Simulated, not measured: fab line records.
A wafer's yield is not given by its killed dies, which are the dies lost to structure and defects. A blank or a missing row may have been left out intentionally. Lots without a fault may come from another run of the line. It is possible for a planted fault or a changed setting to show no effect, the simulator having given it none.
fab line records ; flow gf180mcu
record lots=5; wafers=27
route steps=602 shown STI@2 SAB@272 M3@413 M4@459 MIM@511 TOP_METAL@568
startH: hours from the record's first day to the start of the lot's first wafer shown ; waitH: hours since the lot's step before ; " same as the row above ; L1.1+2: a row that stands for several wafers ; - either no value or no given start ; * or withheld: withheld ; < > ~ a bound
route shown NAME@n: a module of which the file shows steps, and the number in the route of the first ; usual: mean/standard deviation of fault-free wafers ; same: alike in all rows ; chamber/n: place in a boat ; sites: readings site by site ; _std_site: their standard deviation ; _edge_site: the outer-site mean with the inner-site mean subtracted ; radiusMm: how far each site lies from the wafer's centre ; mask NAME#n: copy n ; behind: the last tool/chamber to shape the wafer ; hold: reason for holding the lot/hours on hold/outcome of the hold ; device: names the non-switching transistor (n, p or np) ; end of line: tests run on the same wafers once the route is complete ; where a step has no rows: the recipe by itself ; killed: dies lost to structure and defects at the first sort, not the wafer's yield ; map: per-die view of a wafer (x killed, . not killed, _ where there is no die)
set.NAME: the setting as run; set.NAME@STEP: as run at that earlier step ; model.NAME: the simulator's own value behind a step, which no gauge read
lots with deliberately changed settings; one table per step, one row per wafer
## steps
# step GF_STI_OXIDATION_01
# recipe tempC=900; ambient=O2; stabiliseS=600; purgeS=300; targetThkA=100; oxTimeS=1418
lot.wafer;tool;chamber;startH;waitH;set.oxTimeS;model.SiO2_of_STI_OXIDATION_01.thkNm
L074.1+3;-;-;-;0.1;1418;10.21
L074.2;-;-;-;0.1;1418;10.09
L074.4+5;-;-;-;0.1;1418;10.19
L074.6;-;-;-;0.1;1418;10.24
L077.1;-;-;-;6.9;1675;11.1
L077.2;-;-;-;6.9;1675;11.19
L077.3;-;-;-;6.9;1675;11.03
L077.4+6;-;-;-;6.9;1675;11.16
L077.5;-;-;-;6.9;1675;11.3
L080.1;-;-;-;4.4;1821;11.93
L080.2;-;-;-;4.4;1821;11.81
L080.3;-;-;-;4.4;1821;11.85
L080.4;-;-;-;4.4;1821;11.87
L080.5;-;-;-;4.4;1821;11.95
L080.6;-;-;-;4.4;1821;11.92
L082.1;-;-;-;6.7;2039;13.15
L082.2;-;-;-;6.7;2039;12.88
L082.3;-;-;-;6.7;2039;12.99
L082.4;-;-;-;6.7;2039;13
L082.5;-;-;-;6.7;2039;13.04
L082.6;-;-;-;6.7;2039;13.11
L083.2;furnace-02;0;56.71;1.7;1418;10.17
L083.3;furnace-02;0;56.71;1.7;1418;10.09
L083.4;furnace-02;0;56.71;1.7;1418;10.11
# step GF_STI_THK_MEAS_02
# recipe reads=SiO2_of_STI_OXIDATION_01
# usual STI_OXIDATION_THK=10.07/0.12
lot.wafer;tool;chamber;startH;waitH;set.oxTimeS@STI_OXIDATION_01;STI_OXIDATION_THK[nm]
L074.1;filmMetro-03;-;-;-;1418;10.19
L074.2;filmMetro-03;-;-;-;1418;10.10
L074.3;filmMetro-03;-;-;-;1418;10.21
L074.4;filmMetro-03;-;-;-;1418;10.19
L074.5;filmMetro-03;-;-;-;1418;10.19
L074.6;filmMetro-03;-;-;-;1418;10.23
L077.1;filmMetro-01;-;-;-;1675;11.05
L077.2;filmMetro-01;-;-;-;1675;11.20
L077.3;filmMetro-01;-;-;-;1675;11.05
L077.4;filmMetro-01;-;-;-;1675;11.15
L077.5;filmMetro-01;-;-;-;1675;11.33
L077.6;filmMetro-01;-;-;-;1675;11.21
L080.1;filmMetro-01;-;-;-;1821;11.97
L080.2;filmMetro-01;-;-;-;1821;11.84
L080.3;filmMetro-01;-;-;-;1821;11.85
L080.4;filmMetro-01;-;-;-;1821;11.85
L080.5;filmMetro-01;-;-;-;1821;11.97
L080.6;filmMetro-01;-;-;-;1821;11.90
L082.1;filmMetro-03;-;-;-;2039;13.23
L082.2;filmMetro-03;-;-;-;2039;12.84
L082.3;filmMetro-03;-;-;-;2039;12.98
L082.4;filmMetro-03;-;-;-;2039;13.01
L082.5;filmMetro-03;-;-;-;2039;12.96
L082.6;filmMetro-03;-;-;-;2039;13.11
L083.2;filmMetro-04;-;58.15;0.0;1418;10.14
L083.3;filmMetro-04;-;58.15;0.0;1418;10.18
L083.4;filmMetro-04;-;58.15;0.0;1418;10.10
# step GF_SAB_DEVELOP_08
# recipe developTimeS=60; devTempC=23
lot.wafer;tool;chamber;startH;waitH;set.developTimeS
L074.1+2+3;lithoTrack-03;0;319.05;0.1;60
L074.4+5+6;lithoTrack-03;0;319.05;0.1;42.39
L077.1+5+6;lithoTrack-04;0;384.67;0.1;71.12
L077.2+3+4;lithoTrack-04;0;384.67;0.1;60
L080.1+2+3+4+5+6;lithoTrack-04;0;399.37;0.1;60
L082.1+4+5;lithoTrack-04;0;425.57;0.1;60
L082.2+3+6;lithoTrack-04;0;425.57;0.1;32.82
L083.2+3+4;lithoTrack-01;0;427.29;0.1;60
# step GF_SAB_CD_MEAS_09
# recipe targetCdNm=420
# usual cdNm=418.2/2.2
lot.wafer;tool;chamber;startH;waitH;set.developTimeS@SAB_DEVELOP_08;cdNm
L074.1;cdSem-02;-;319.20;0.1;60;418.1
L074.2;cdSem-02;-;319.20;0.1;60;414.7
L074.3;cdSem-02;-;319.20;0.1;60;417.0
L074.4;cdSem-02;-;319.20;0.1;42.39;450.5
L074.5;cdSem-02;-;319.20;0.1;42.39;449.4
L074.6;cdSem-02;-;319.20;0.1;42.39;451.1
L077.1;cdSem-02;-;384.82;0.1;71.12;403.5
L077.2;cdSem-02;-;384.82;0.1;60;420.1
L077.3;cdSem-02;-;384.82;0.1;60;420.1
L077.4;cdSem-02;-;384.82;0.1;60;420.2
L077.5;cdSem-02;-;384.82;0.1;71.12;404.9
L077.6;cdSem-02;-;384.82;0.1;71.12;405.8
L080.1;cdSem-02;-;399.52;0.1;60;417.9
L080.2;cdSem-02;-;399.52;0.1;60;418.1
L080.3;cdSem-02;-;399.52;0.1;60;418.0
L080.4;cdSem-02;-;399.52;0.1;60;416.3
L080.5;cdSem-02;-;399.52;0.1;60;418.3
L080.6;cdSem-02;-;399.52;0.1;60;414.9
L082.1;cdSem-01;-;425.72;0.1;60;420.6
L082.2;cdSem-01;-;425.72;0.1;32.82;480.9
L082.3;cdSem-01;-;425.72;0.1;32.82;480.9
L082.4;cdSem-01;-;425.72;0.1;60;419.1
L082.5;cdSem-01;-;425.72;0.1;60;421.2
L082.6;cdSem-01;-;425.72;0.1;32.82;481.7
L083.2;cdSem-02;-;427.44;0.1;60;412.9
L083.3;cdSem-02;-;427.44;0.1;60;412.9
L083.4;cdSem-02;-;427.44;0.1;60;415.2
# step GF_SAB_ETCH_11
# recipe chemistry=C4F8/O2/Ar; maskMaterial=NOVOLAK; target=SiO2; targetDepthNm=55; sourceW=1500; biasW=1200; pressureMtorr=40; c4f8FlowSccm=withheld; O2_flow_sccm=6; Ar_flow_sccm=300; timeS=8.5
lot.wafer;tool;chamber;startH;waitH;set.developTimeS@SAB_DEVELOP_08;model.SAB.cdNm
L074.1;rieDiel-01;1;319.36;0.0;60;418
L074.2;rieDiel-01;2;319.36;0.0;60;414.2
L074.3;rieDiel-01;0;319.36;0.0;60;417.8
L074.4;rieDiel-01;3;319.36;0.0;42.39;450.7
L074.5;rieDiel-01;2;319.36;0.0;42.39;449.3
L074.6;rieDiel-01;3;319.36;0.0;42.39;451.5
L077.1;rieDiel-04;3;384.97;0.0;71.12;403.4
L077.2+4;rieDiel-04;1,2;384.97;0.0;60;420.6
L077.3;rieDiel-04;0;384.97;0.0;60;420.1
L077.5;rieDiel-04;3;384.97;0.0;71.12;405
L077.6;rieDiel-04;2;384.97;0.0;71.12;406
L080.1+3;rieDiel-01;0,3;399.67;0.0;60;418.2
L080.2;rieDiel-01;1;399.67;0.0;60;418.4
L080.4;rieDiel-01;3;399.67;0.0;60;416.7
L080.5;rieDiel-01;0;399.67;0.0;60;418.7
L080.6;rieDiel-01;1;399.67;0.0;60;414.9
L082.1;rieDiel-03;0;425.87;0.0;60;420.7
L082.2;rieDiel-03;1;425.87;0.0;32.82;480.8
L082.3;rieDiel-03;2;425.87;0.0;32.82;480.9
L082.4;rieDiel-03;3;425.87;0.0;60;419.5
L082.5;rieDiel-03;2;425.87;0.0;60;421.2
L082.6;rieDiel-03;1;425.87;0.0;32.82;481.3
L083.2;rieDiel-03;2;427.58;0.0;60;412.9
L083.3;rieDiel-03;1;427.58;0.0;60;412.4
L083.4;rieDiel-03;0;427.58;0.0;60;414.7
# step GF_M3_SPUTTER_04
# recipe material=TiN; targetThkNm=50; powerW=6500; timeS=41.7; chamberPressurePa=0.4
lot.wafer;tool;chamber;startH;waitH;set.timeS;model.TiN_of_M3_SPUTTER_04.thkNm
L074.1;pvdSputter-01;-;441.03;0.0;41.7;50.12
L074.2;pvdSputter-01;-;441.03;0.0;41.7;50.55
L074.3;pvdSputter-01;-;441.03;0.0;41.7;49.82
L074.4;pvdSputter-01;-;441.03;0.0;41.7;50.26
L074.5;pvdSputter-01;-;441.03;0.0;41.7;50.09
L074.6;pvdSputter-01;-;441.03;0.0;41.7;49.92
L077.1;pvdSputter-04;-;513.45;0.0;52.84;63.61
L077.2;pvdSputter-04;-;513.45;0.0;52.84;63.84
L077.3;pvdSputter-04;-;513.45;0.0;41.7;50.15
L077.4;pvdSputter-04;-;513.45;0.0;41.7;50.19
L077.5;pvdSputter-04;-;513.45;0.0;41.7;50.31
L077.6;pvdSputter-04;-;513.45;0.0;52.84;63.17
L080.1;pvdSputter-04;-;527.44;0.0;57.8;69.37
L080.2;pvdSputter-04;-;527.44;0.0;57.8;69.59
L080.3;pvdSputter-04;-;527.44;0.0;57.8;69.43
L080.4;pvdSputter-04;-;527.44;0.0;41.7;49.77
L080.5;pvdSputter-04;-;527.44;0.0;41.7;50.39
L080.6;pvdSputter-04;-;527.44;0.0;41.7;50.08
L082.1;pvdSputter-04;-;552.90;0.0;25.63;31.04
L082.2;pvdSputter-04;-;552.90;0.0;41.7;50.37
L082.3;pvdSputter-04;-;552.90;0.0;25.63;31.02
L082.4;pvdSputter-04;-;552.90;0.0;41.7;50.51
L082.5;pvdSputter-04;-;552.90;0.0;41.7;50.31
L082.6;pvdSputter-04;-;552.90;0.0;25.63;30.91
L083.2;pvdSputter-02;-;554.57;0.0;41.7;49.31
L083.3;pvdSputter-02;-;554.57;0.0;41.7;49.38
L083.4;pvdSputter-02;-;554.57;0.0;41.7;49.67
# step GF_M3_THK_MEAS_06
# recipe thkMeasGauge=xrf; reads=AlCu_of_M3_SPUTTER_02
# usual M3_ALCU_THK=452/4.9
lot.wafer;tool;chamber;startH;waitH;set.timeS@M3_SPUTTER_04;M3_ALCU_THK[nm]
L074.1;filmMetro-03;-;441.19;0.1;41.7;448
L074.2;filmMetro-03;-;441.19;0.1;41.7;454
L074.3;filmMetro-03;-;441.19;0.1;41.7;448
L074.4;filmMetro-03;-;441.19;0.1;41.7;450
L074.5;filmMetro-03;-;441.19;0.1;41.7;447
L074.6;filmMetro-03;-;441.19;0.1;41.7;452
L077.1;filmMetro-02;-;513.61;0.1;52.84;441
L077.2;filmMetro-02;-;513.61;0.1;52.84;441
L077.3;filmMetro-02;-;513.61;0.1;41.7;453
L077.4;filmMetro-02;-;513.61;0.1;41.7;458
L077.5;filmMetro-02;-;513.61;0.1;41.7;452
L077.6;filmMetro-02;-;513.61;0.1;52.84;443
L080.1;filmMetro-03;-;527.60;0.1;57.8;442
L080.2;filmMetro-03;-;527.60;0.1;57.8;440
L080.3;filmMetro-03;-;527.60;0.1;57.8;439
L080.4;filmMetro-03;-;527.60;0.1;41.7;460
L080.5;filmMetro-03;-;527.60;0.1;41.7;454
L080.6;filmMetro-03;-;527.60;0.1;41.7;460
L082.1;filmMetro-03;-;553.06;0.1;25.63;474
L082.2;filmMetro-03;-;553.06;0.1;41.7;457
L082.3;filmMetro-03;-;553.06;0.1;25.63;473
L082.4;filmMetro-03;-;553.06;0.1;41.7;454
L082.5;filmMetro-03;-;553.06;0.1;41.7;455
L082.6;filmMetro-03;-;553.06;0.1;25.63;478
L083.2;filmMetro-03;-;554.75;0.1;41.7;454
L083.3;filmMetro-03;-;554.75;0.1;41.7;451
L083.4;filmMetro-03;-;554.75;0.1;41.7;450
# step GF_M4_SPUTTER_03
# recipe material=Ti; targetThkNm=10; substrateTempC=300; chamberPressurePa=0.3; powerW=3000; timeS=6.7
lot.wafer;tool;chamber;startH;waitH;set.timeS;model.Ti_of_M4_SPUTTER_03.thkNm
L074.1;pvdSputter-03;-;491.42;0.0;6.7;9.962
L074.2;pvdSputter-03;-;491.42;0.0;6.7;9.961
L074.3;pvdSputter-03;-;491.42;0.0;8.037;11.94
L074.4;pvdSputter-03;-;491.42;0.0;8.037;11.96
L074.5;pvdSputter-03;-;491.42;0.0;8.037;12.09
L074.6;pvdSputter-03;-;491.42;0.0;6.7;9.981
L077.1;pvdSputter-03;-;561.85;0.0;6.7;10.19
L077.2;pvdSputter-03;-;561.85;0.0;10.19;15.31
L077.3;pvdSputter-03;-;561.85;0.0;6.7;10.18
L077.4;pvdSputter-03;-;561.85;0.0;10.19;15.26
L077.5;pvdSputter-03;-;561.85;0.0;6.7;10.21
L077.6;pvdSputter-03;-;561.85;0.0;10.19;15.36
L080.1;pvdSputter-01;-;574.33;0.0;6.7;9.893
L080.2;pvdSputter-01;-;574.33;0.0;6.7;9.962
L080.3;pvdSputter-01;-;574.33;0.0;5.601;8.575
L080.4;pvdSputter-01;-;574.33;0.0;5.601;8.42
L080.5;pvdSputter-01;-;574.33;0.0;6.7;10.13
L080.6;pvdSputter-01;-;574.33;0.0;5.601;8.456
L082.1;pvdSputter-01;-;598.85;0.0;6.7;9.991
L082.2;pvdSputter-01;-;598.85;0.0;6.7;9.98
L082.3;pvdSputter-01;-;598.85;0.0;6.7;10.14
L082.4;pvdSputter-01;-;598.85;0.0;6.7;10.09
L082.5;pvdSputter-01;-;598.85;0.0;6.7;9.831
L082.6;pvdSputter-01;-;598.85;0.0;6.7;10.01
L083.2;pvdSputter-04;-;599.16;0.0;6.7;9.972
L083.3+4;pvdSputter-04;-;599.16;0.0;6.7;10.06
# step GF_MIM_SPUTTER_08
# recipe material=AlCu; targetThkNm=200; powerW=10600; timeS=10.6; chamberPressurePa=0.4
lot.wafer;tool;chamber;startH;waitH;set.timeS;model.AlCu_of_MIM_SPUTTER_08.thkNm
L074.1;pvdSputter-01;-;541.22;0.0;10.6;202.3
L074.2;pvdSputter-01;-;541.22;0.0;10.6;200.4
L074.3;pvdSputter-01;-;541.22;0.0;16.76;315.9
L074.4;pvdSputter-01;-;541.22;0.0;10.6;201
L074.5;pvdSputter-01;-;541.22;0.0;16.76;315.7
L074.6;pvdSputter-01;-;541.22;0.0;16.76;316.3
L077.1+2;pvdSputter-02;-;607.50;0.0;10.6;199.8
L077.3;pvdSputter-02;-;607.50;0.0;10.6;200.8
L077.4;pvdSputter-02;-;607.50;0.0;14.4;274.4
L077.5;pvdSputter-02;-;607.50;0.0;14.4;273.6
L077.6;pvdSputter-02;-;607.50;0.0;14.4;272.8
L080.1;pvdSputter-01;-;618.87;0.0;10.6;200.7
L080.2;pvdSputter-01;-;618.87;0.0;10.6;199.4
L080.3;pvdSputter-01;-;618.87;0.0;14.43;273.5
L080.4;pvdSputter-01;-;618.87;0.0;10.6;201.8
L080.5;pvdSputter-01;-;618.87;0.0;14.43;272
L080.6;pvdSputter-01;-;618.87;0.0;14.43;272.1
L082.1;pvdSputter-04;-;642.16;0.0;10.6;202.6
L082.2;pvdSputter-04;-;642.16;0.0;10.6;199.4
L082.3;pvdSputter-04;-;642.16;0.0;10.6;201.7
L082.4;pvdSputter-04;-;642.16;0.0;15.04;285.6
L082.5;pvdSputter-04;-;642.16;0.0;15.04;283
L082.6;pvdSputter-04;-;642.16;0.0;15.04;286.4
L083.2;pvdSputter-02;-;643.11;0.0;10.6;200.2
L083.3;pvdSputter-02;-;643.11;0.0;10.6;201.8
L083.4;pvdSputter-02;-;643.11;0.0;10.6;197.2
# step GF_MIM_SPUTTER_09
# recipe material=TiN; targetThkNm=35; powerW=6500; timeS=29.2; chamberPressurePa=0.4
lot.wafer;tool;chamber;startH;waitH;set.timeS;model.TiN_of_MIM_SPUTTER_09.thkNm
L074.1;pvdSputter-01;-;541.24;0.0;45.69;55.27
L074.2;pvdSputter-01;-;541.24;0.0;45.69;54.75
L074.3;pvdSputter-01;-;541.24;0.0;29.2;34.55
L074.4;pvdSputter-01;-;541.24;0.0;29.2;35.37
L074.5;pvdSputter-01;-;541.24;0.0;45.69;54.41
L074.6;pvdSputter-01;-;541.24;0.0;29.2;34.76
L077.1;pvdSputter-02;-;607.52;0.0;20.15;24.08
L077.2;pvdSputter-02;-;607.52;0.0;29.2;34.7
L077.3;pvdSputter-02;-;607.52;0.0;29.2;34.87
L077.4;pvdSputter-02;-;607.52;0.0;29.2;34.54
L077.5;pvdSputter-02;-;607.52;0.0;20.15;23.48
L077.6;pvdSputter-02;-;607.52;0.0;20.15;23.91
L080.1;pvdSputter-01;-;618.89;0.0;29.2;34.87
L080.2;pvdSputter-01;-;618.89;0.0;29.2;35.61
L080.3;pvdSputter-01;-;618.89;0.0;29.2;35.19
L080.4;pvdSputter-01;-;618.89;0.0;29.2;34.57
L080.5;pvdSputter-01;-;618.89;0.0;29.2;35.14
L080.6;pvdSputter-01;-;618.89;0.0;29.2;35.56
L082.1;pvdSputter-04;-;642.19;0.0;29.2;35.31
L082.2+4;pvdSputter-04;-;642.19;0.0;12.7;15.51
L082.3;pvdSputter-04;-;642.19;0.0;12.7;15.04
L082.5;pvdSputter-04;-;642.19;0.0;29.2;35.05
L082.6;pvdSputter-04;-;642.19;0.0;29.2;34.65
L083.2;pvdSputter-02;-;643.14;0.0;29.2;35.13
L083.3;pvdSputter-02;-;643.14;0.0;29.2;34.73
L083.4;pvdSputter-02;-;643.14;0.0;29.2;35.06
# step GF_MIM_RS_MEAS_10
# recipe thkMeasGauge=four-point-probe; reads=TiN_of_MIM_SPUTTER_09+AlCu_of_MIM_SPUTTER_08+TiN_of_MIM_SPUTTER_07
# usual MIM_ALCU_RS=0.1598/0.0016
lot.wafer;tool;chamber;startH;waitH;set.timeS@MIM_SPUTTER_08;MIM_ALCU_RS[ohm/sq]
L074.1;filmMetro-03;-;541.27;0.0;10.6;0.1575
L074.2;filmMetro-03;-;541.27;0.0;10.6;0.1593
L074.3;filmMetro-03;-;541.27;0.0;16.76;0.0998
L074.4;filmMetro-03;-;541.27;0.0;10.6;0.1592
L074.5;filmMetro-03;-;541.27;0.0;16.76;0.0995
L074.6;filmMetro-03;-;541.27;0.0;16.76;0.0995
L077.1;filmMetro-01;-;607.55;0.0;10.6;0.1608
L077.2;filmMetro-01;-;607.55;0.0;10.6;0.1606
L077.3;filmMetro-01;-;607.55;0.0;10.6;0.1596
L077.4;filmMetro-01;-;607.55;0.0;14.4;0.1154
L077.5;filmMetro-01;-;607.55;0.0;14.4;0.1159
L077.6;filmMetro-01;-;607.55;0.0;14.4;0.1164
L080.1;filmMetro-01;-;618.92;0.0;10.6;0.1596
L080.2;filmMetro-01;-;618.92;0.0;10.6;0.1606
L080.3;filmMetro-01;-;618.92;0.0;14.43;0.1160
L080.4;filmMetro-01;-;618.92;0.0;10.6;0.1589
L080.5;filmMetro-01;-;618.92;0.0;14.43;0.1163
L080.6;filmMetro-01;-;618.92;0.0;14.43;0.1166
L082.1;filmMetro-01;-;642.22;0.0;10.6;0.1576
L082.2;filmMetro-01;-;642.22;0.0;10.6;0.1616
L082.3;filmMetro-01;-;642.22;0.0;10.6;0.1593
L082.4;filmMetro-01;-;642.22;0.0;15.04;0.1108
L082.5;filmMetro-01;-;642.22;0.0;15.04;0.1119
L082.6;filmMetro-01;-;642.22;0.0;15.04;0.1103
L083.2;filmMetro-03;-;643.19;0.0;10.6;0.1596
L083.3;filmMetro-03;-;643.19;0.0;10.6;0.1589
L083.4;filmMetro-03;-;643.19;0.0;10.6;0.1626
# step GF_MIM_THK_MEAS_11
# recipe thkMeasGauge=xrf; reads=AlCu_of_MIM_SPUTTER_08
# usual MIM_ALCU_THK=200.8/2.2
lot.wafer;tool;chamber;startH;waitH;set.timeS@MIM_SPUTTER_08;MIM_ALCU_THK[nm]
L074.1;filmMetro-03;-;541.39;0.1;10.6;195.9
L074.2;filmMetro-03;-;541.39;0.1;10.6;193.8
L074.3;filmMetro-03;-;541.39;0.1;16.76;318.3
L074.4;filmMetro-03;-;541.39;0.1;10.6;202.1
L074.5;filmMetro-03;-;541.39;0.1;16.76;304.7
L074.6;filmMetro-03;-;541.39;0.1;16.76;318.6
L077.1;filmMetro-01;-;607.67;0.1;10.6;204.0
L077.2;filmMetro-01;-;607.67;0.1;10.6;198.4
L077.3;filmMetro-01;-;607.67;0.1;10.6;200.1
L077.4;filmMetro-01;-;607.67;0.1;14.4;275.2
L077.5;filmMetro-01;-;607.67;0.1;14.4;276.6
L077.6;filmMetro-01;-;607.67;0.1;14.4;277.6
L080.1;filmMetro-01;-;619.04;0.1;10.6;199.4
L080.2;filmMetro-01;-;619.04;0.1;10.6;199.2
L080.3;filmMetro-01;-;619.04;0.1;14.43;273.9
L080.4;filmMetro-01;-;619.04;0.1;10.6;202.0
L080.5;filmMetro-01;-;619.04;0.1;14.43;270.3
L080.6;filmMetro-01;-;619.04;0.1;14.43;271.1
L082.1;filmMetro-01;-;642.34;0.1;10.6;203.6
L082.2;filmMetro-01;-;642.34;0.1;10.6;207.8
L082.3;filmMetro-01;-;642.34;0.1;10.6;209.6
L082.4;filmMetro-01;-;642.34;0.1;15.04;296.7
L082.5;filmMetro-01;-;642.34;0.1;15.04;281.5
L082.6;filmMetro-01;-;642.34;0.1;15.04;286.7
L083.2;filmMetro-03;-;643.30;0.1;10.6;201.0
L083.3;filmMetro-03;-;643.30;0.1;10.6;203.5
L083.4;filmMetro-03;-;643.30;0.1;10.6;198.6
# step GF_TOP_METAL_SPUTTER_01
# recipe material=TiN; targetThkNm=30; powerW=6500; timeS=25; chamberPressurePa=0.4
lot.wafer;tool;chamber;startH;waitH;set.timeS;model.TiN_of_TOP_METAL_SPUTTER_01.thkNm
L074.1;pvdSputter-01;-;609.30;0.1;18.39;22.25
L074.2;pvdSputter-01;-;609.30;0.1;25;30.31
L074.3;pvdSputter-01;-;609.30;0.1;18.39;22.49
L074.4;pvdSputter-01;-;609.30;0.1;25;30.22
L074.5;pvdSputter-01;-;609.30;0.1;25;30.26
L074.6;pvdSputter-01;-;609.30;0.1;18.39;22.2
L077.1;pvdSputter-04;-;670.11;0.1;25;29.78
L077.2;pvdSputter-04;-;670.11;0.1;12.53;14.61
L077.3;pvdSputter-04;-;670.11;0.1;25;29.3
L077.4;pvdSputter-04;-;670.11;0.1;25;29.25
L077.5;pvdSputter-04;-;670.11;0.1;12.53;14.2
L077.6;pvdSputter-04;-;670.11;0.1;12.53;14.26
L080.1;pvdSputter-03;-;680.47;0.1;25;29.48
L080.2;pvdSputter-03;-;680.47;0.1;25;29.53
L080.3;pvdSputter-03;-;680.47;0.1;25;29.04
L080.4;pvdSputter-03;-;680.47;0.1;25;29.68
L080.5;pvdSputter-03;-;680.47;0.1;25;29.05
L080.6;pvdSputter-03;-;680.47;0.1;25;29.4
L082.1;pvdSputter-03;-;702.15;0.1;30.36;36.35
L082.2;pvdSputter-03;-;702.15;0.1;30.36;36
L082.3;pvdSputter-03;-;702.15;0.1;25;29.21
L082.4;pvdSputter-03;-;702.15;0.1;25;29.87
L082.5;pvdSputter-03;-;702.15;0.1;25;29.57
L082.6;pvdSputter-03;-;702.15;0.1;30.36;36.41
L083.2;pvdSputter-01;-;702.58;0.1;25;30.04
L083.3;pvdSputter-01;-;702.58;0.1;25;30.06
L083.4;pvdSputter-01;-;702.58;0.1;25;30.34
## key
split step=GF_STI_OXIDATION_01; setting=oxTimeS; stated=1418; by=lot
response step=GF_STI_OXIDATION_01; reading=model.SiO2_of_STI_OXIDATION_01.thkNm; change=+0.0647; per=1%; r=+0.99
response step=GF_STI_THK_MEAS_02; reading=STI_OXIDATION_THK; change=+0.0646; per=1%; r=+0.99
split step=GF_SAB_DEVELOP_08; setting=developTimeS; stated=60; by=wafer
response step=GF_SAB_CD_MEAS_09; reading=cdNm; change=-1.24; per=1%; r=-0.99
response step=GF_SAB_ETCH_11; reading=model.SAB.cdNm; change=-1.24; per=1%; r=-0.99
split step=GF_M3_SPUTTER_04; setting=timeS; stated=41.7; by=wafer
response step=GF_M3_SPUTTER_04; reading=model.TiN_of_M3_SPUTTER_04.thkNm; change=+0.502; per=1%; r=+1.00
response step=GF_M3_THK_MEAS_06; reading=M3_ALCU_THK; change=-0.48; per=1%; r=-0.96
split step=GF_M4_SPUTTER_03; setting=timeS; stated=6.7; by=wafer
response step=GF_M4_SPUTTER_03; reading=model.Ti_of_M4_SPUTTER_03.thkNm; change=+0.0982; per=1%; r=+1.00
split step=GF_MIM_SPUTTER_08; setting=timeS; stated=10.6; by=wafer
response step=GF_MIM_SPUTTER_08; reading=model.AlCu_of_MIM_SPUTTER_08.thkNm; change=+2; per=1%; r=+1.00
response step=GF_MIM_RS_MEAS_10; reading=MIM_ALCU_RS; change=-0.00112; per=1%; r=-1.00
response step=GF_MIM_THK_MEAS_11; reading=MIM_ALCU_THK; change=+2; per=1%; r=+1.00
split step=GF_MIM_SPUTTER_09; setting=timeS; stated=29.2; by=wafer
response step=GF_MIM_SPUTTER_09; reading=model.TiN_of_MIM_SPUTTER_09.thkNm; change=+0.35; per=1%; r=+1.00
split step=GF_TOP_METAL_SPUTTER_01; setting=timeS; stated=25; by=wafer
response step=GF_TOP_METAL_SPUTTER_01; reading=model.TiN_of_TOP_METAL_SPUTTER_01.thkNm; change=+0.303; per=1%; r=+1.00
